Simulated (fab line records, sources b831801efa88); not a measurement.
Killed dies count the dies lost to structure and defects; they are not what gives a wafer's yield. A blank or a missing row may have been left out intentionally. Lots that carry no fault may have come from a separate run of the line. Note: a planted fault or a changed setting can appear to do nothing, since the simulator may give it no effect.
8D (eight disciplines) problem report, filled in by code :: flow sky130 :: the parts of the form that need people (team, actions taken, sign-off) are left out

## 1. THE PROBLEM
Mean of heater-power-total-W at SKY_METAL5_SOFTBAKE_10: 58.02 W across 6 wafers in 2 lots; on wafers with no fault it is 56.59 W (standard deviation 0.045). Measured from the usual mean, that is +32 standard deviations.
The step: time 60 s.
Earliest sighting: wafer L829.2 on litho-track-04 at day 47 08:40. The record has a number at this step for 36 wafers belonging to 12 lots. By rule, "out" or "out of limits" means more than 4 standard deviations away from the usual mean. The rest of the wafers with a number are treated as sound.

## 2. WHAT IT IS AND WHAT IT IS NOT
question: which readings at this step
is: heater-power-total-W, plate-temp-C
is not: -

question: which lots
is: L829, L832
is not: L816, L819, L821, L822, L823, L828, L834, L835, L836, L837

question: which wafers of those lots
is: all that have a number
is not: -

question: read on which tools
is: litho-track-04
is not: litho-track-02, litho-track-03

question: when
is: from day 47 08:40
is not: up to then (18 sound wafers); but 12 sound wafers of L834, L835, L836, L837 came after

## 3. WHAT RULES OUT EACH SUSPECT
Counting: a tool at any process step up to the reading remains a suspect when it ran all the lots that are out and ran no sound lot after the first of those.
- litho-track-04 at SKY_METAL5_SOFTBAKE_10 (time 60 s): kept. Every lot that is out went through it, starting with L829 (day 47 08:40), and after that it ran no sound lot; the last sound lot it ran before then is L828 (day 46 23:26). Its own heater-power-total-W, plate-temp-C readings are out on those wafers.
The count leaves litho-track-04 at SKY_METAL5_SOFTBAKE_10.

## 4. THE CAUSE (what the simulator had put in)
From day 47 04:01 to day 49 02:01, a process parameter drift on litho-track-04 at SKY_METAL5_SOFTBAKE_10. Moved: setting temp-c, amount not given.
After counting, this tool was the only one left.

## 5. SEQUENCE OF EFFECTS, ordered by route
Rows list readings where the struck wafers' mean (over those with a number) sits beyond 3 standard deviations from the usual. Only readings for which the record gives a usual standard deviation are gone through. hours: the time from each lot's start at the first step in this table that gives one to its start at this step, as a median over the lots. sigmas: the change in usual standard deviations.
hours: 0
step: SKY_METAL5_SOFTBAKE_10
reading: heater-power-total-W
usual: 56.59 W
on struck wafers: 58.02
change: +1.42
sigmas: +32

hours: 0
step: SKY_METAL5_SOFTBAKE_10
reading: plate-temp-C
usual: 90.02 C
on struck wafers: 91.67
change: +1.65
sigmas: +13
It contains these process steps:
- SKY_METAL5_SOFTBAKE_10: time 60 s.

## 6. HOW IT WOULD HAVE BEEN CAUGHT EARLIER
First out-of-limits reading in this record: day 47 08:40, which is 5 hours after fault onset at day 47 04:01.
